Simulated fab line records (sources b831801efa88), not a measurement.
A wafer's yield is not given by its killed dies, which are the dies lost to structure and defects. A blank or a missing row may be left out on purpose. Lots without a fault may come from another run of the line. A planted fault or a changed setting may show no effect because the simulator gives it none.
Chamber matching    flow sky130    SKY_LI_CONTACT_CMP_02 on cmp-02: 4 sister chambers
The step polishes PSG. 4 wafers are shown with their chamber, then 11 later ones without.

WAFERS, EACH WITH ITS CHAMBER
wafer   chamber  motor current A (A)
L081.3  3        10.2
L088.2  1        13.3
L088.4  0        10.5
L091.3  2        13.9

WAFERS WITH NO CHAMBER GIVEN
wafer   motor current A (A)
L091.4  13.4
L091.5  13.6
L092.2  10.7
L092.4  14.0
L092.6  10.3
L095.1  12.9
L095.3  14.0
L095.5  14.0
L097.1  9.8
L097.2  13.3
L097.5  10.5

THE CHAMBER EACH PASSED THROUGH
wafer   from the rows above      in truth
L091.4  can't be placed: 1 or 2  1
L091.5  can't be placed: 1 or 2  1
L092.2  can't be placed: 0 or 3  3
L092.4  2                        2
L092.6  can't be placed: 3 or 0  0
L095.1  1                        1
L095.3  2                        2
L095.5  2                        2
L097.1  can't be placed: 3 or 0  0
L097.2  1                        1
L097.5  can't be placed: 0 or 3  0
Correctly placed: 5 of 11. From these rows, 6 cannot be placed; in 6 the true chamber is one of the candidates. Placed wrongly: 0.
How it was worked out, from the rows above alone: a wafer's distance from a chamber is the root of the sum, over the readings, of the square of ((its reading less the chamber's mean) divided by the reading's scatter). If the next closest chamber is less than 2 further off than the closest, the wafer can't be placed; otherwise it belongs to the closest. For every chamber, the mean is computed from those of its wafers that are shown. The scatter: with one shown wafer a chamber, the root of the mean of the squares of how far each hidden wafer lies from its nearest shown one.
